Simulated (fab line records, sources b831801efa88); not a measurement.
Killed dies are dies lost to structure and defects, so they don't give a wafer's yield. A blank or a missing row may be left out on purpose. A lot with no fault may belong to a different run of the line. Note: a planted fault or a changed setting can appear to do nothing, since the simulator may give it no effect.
Split-lot experiment -- flow gf180mcu -- on a route of 602 steps: 5 lots, 23 wafers read

## THE SPLIT
At GF_VT_IMPLANT_IMPLANT_08, the setting energy-kev was moved away from the recipe's 20 on 7 of the 23 wafers read, by -5.8% to +4.6%. The other wafers ran this setting at the recipe's value.

## FROM THE SPLIT ON TO THE READING: in between, the file shows 1 step
- GF_VT_IMPLANT_STRIP_09: strips in O2/N2

## THE READING
VT_IMPLANT_TW, at GF_VT_IMPLANT_TW_MEAS_10. On this fab line, fault-free wafers typically give 566 with a standard deviation of 3.9.

wafer,"tool, chamber at the split",energy-kev as run,against the recipe,VT_IMPLANT_TW,against lot-mates on the recipe
L075.1,"implanter-01, 0",20,recipe,571,-
L075.3,"implanter-01, 0",20,recipe,573,-
L075.4,"implanter-01, 0",20,recipe,569,-
L075.5,"implanter-01, 0",19.44,-2.8%,567,-4
L075.6,"implanter-01, 0",19.44,-2.8%,566,-5
L076.1,"implanter-01, 0",20,recipe,566,-
L076.3,"implanter-01, 0",18.84,-5.8%,556,-11
L076.4,"implanter-01, 0",18.84,-5.8%,559,-8
L076.5,"implanter-01, 0",20,recipe,568,-
L076.6,"implanter-01, 0",18.84,-5.8%,555,-12
L079.2,"implanter-01, 0",20,recipe,560,-
L079.5,"implanter-01, 0",20,recipe,557,-
L079.6,"implanter-01, 0",20,recipe,558,-
L082.1,"implanter-01, 0",20,recipe,564,-
L082.3,"implanter-01, 0",20.93,+4.6%,572,+7
L082.4,"implanter-01, 0",20.93,+4.6%,571,+6
L082.5,"implanter-01, 0",20,recipe,565,-
L082.6,"implanter-01, 0",20,recipe,565,-
L084.2,"implanter-03, 0",20,recipe,567,-
L084.3,"implanter-03, 0",20,recipe,569,-
L084.4,"implanter-03, 0",20,recipe,567,-
L084.5,"implanter-03, 0",20,recipe,568,-
L084.6,"implanter-03, 0",20,recipe,570,-

FIT RESULTS
A straight line over all 23 wafers: VT_IMPLANT_TW changes by +1.33 for each +1% of energy-kev; r = +0.65; the points scatter about the line by 4.1.
The same after taking each lot's own level away (the mean of its wafers on the recipe; 23 wafers): +1.67 for each +1%; r = +0.96; scatter 1.3.
The reading moves by 9.7 for the largest change in energy-kev, on that fit.
The lots' own levels span 558.3 to 571.0, that is 3.2 times the standard deviation above.
So the lot-to-lot level blurs the effect unless lot-mates are compared.
Check: for one of the wafers moved furthest among these (-5.8%), held out of the fit, the line's prediction against its lot-mates is -9.48. It came out at -11 against them.

## OTHER SPLITS ON THESE WAFERS
These wafers also went through other splits before the reading. Each is held against what the fit with the lots' levels taken away leaves over:
other split on the same wafers,wafers away from the commonest value,r with VT_IMPLANT_TW (lot level and that fit taken away)
GF_STI_COAT_07 resist-thk-nm,9,+0.13
GF_STI_ETCH_14 bias-w,10,-0.12
GF_NWELL_SOFTBAKE_03 temp-c,9,+0.05
GF_LVPWELL_IMPLANT_08 dose-cm2,6,+0.00
GF_VT_IMPLANT_COAT_02 spin-rpm,7,-0.26

## THE WHOLE CHAIN: every reading that the file lists as answering this split, in the file's order
step,what it does,reading,change (the file's fit),r (the file's)
GF_VT_IMPLANT_IMPLANT_08,,"implant.rp-nm (the simulator's own value, which no gauge read)",+0.133 nm for each +1% of the setting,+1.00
GF_VT_IMPLANT_IMPLANT_08,,"implant.drp-nm (the simulator's own value, which no gauge read)",+0.0687 nm for each +1% of the setting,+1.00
GF_VT_IMPLANT_TW_MEAS_10,,VT_IMPLANT_TW,+1.61 for each +1% of the setting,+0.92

## FILE'S OWN FIT
VT_IMPLANT_TW changes by +1.61 for each +1% of energy-kev, r = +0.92.
